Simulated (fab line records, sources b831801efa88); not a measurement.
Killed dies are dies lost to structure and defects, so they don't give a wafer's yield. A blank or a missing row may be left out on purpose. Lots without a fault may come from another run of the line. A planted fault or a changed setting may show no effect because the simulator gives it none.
Which tool did it? | flow gf180mcu | 6 lots, 18 wafers sampled, at 1 step of a route of 602

WHAT THE GAUGES READ, wafer by wafer
GF_M4_RS_MEAS_05: measures by four-point-probe.
lot  | measured     | on            | M4_ALCU_RS (ohm/sq)
L644 | day 23 08:16 | film_metro-04 | 0.0705 0.0705 0.0712
L646 | day 24 02:48 | film_metro-03 | 0.0696 0.0699 0.0692
L650 | day 25 17:11 | film_metro-03 | 0.0700 0.0709 0.0700
L656 | day 27 20:50 | film_metro-03 | 0.0700 0.0701 0.0700
L660 | day 29 00:58 | film_metro-04 | 0.0690 0.0692 0.0692
L664 | day 29 20:06 | film_metro-03 | 0.0692 0.0698 0.0693

WHICH TOOL RAN EACH LOT (tool, then ch and the chambers of the sampled wafers, then the start)
The record holds no process step before these readings.

THE ANSWER, worked out from the rows above alone
Rule: what is usual is taken from the lots themselves. Put in order of their means at a reading, lots are off if they are a third of the lots or fewer, leave a main group of 4 or more, and stand apart from it by a gap of 3 or more times the standard deviation of the main group's means; of several such gaps the widest counts. A main group whose means are all the same, to the digits that the tables above print for the reading, isn't used. A lot without any number at a reading at which 4 lots or more have one is off too. The other lots that the step has rows for count as sound.
No lot is off at any reading shown: from this, nothing can be told.

WHAT THE SIMULATOR HAD PUT IN
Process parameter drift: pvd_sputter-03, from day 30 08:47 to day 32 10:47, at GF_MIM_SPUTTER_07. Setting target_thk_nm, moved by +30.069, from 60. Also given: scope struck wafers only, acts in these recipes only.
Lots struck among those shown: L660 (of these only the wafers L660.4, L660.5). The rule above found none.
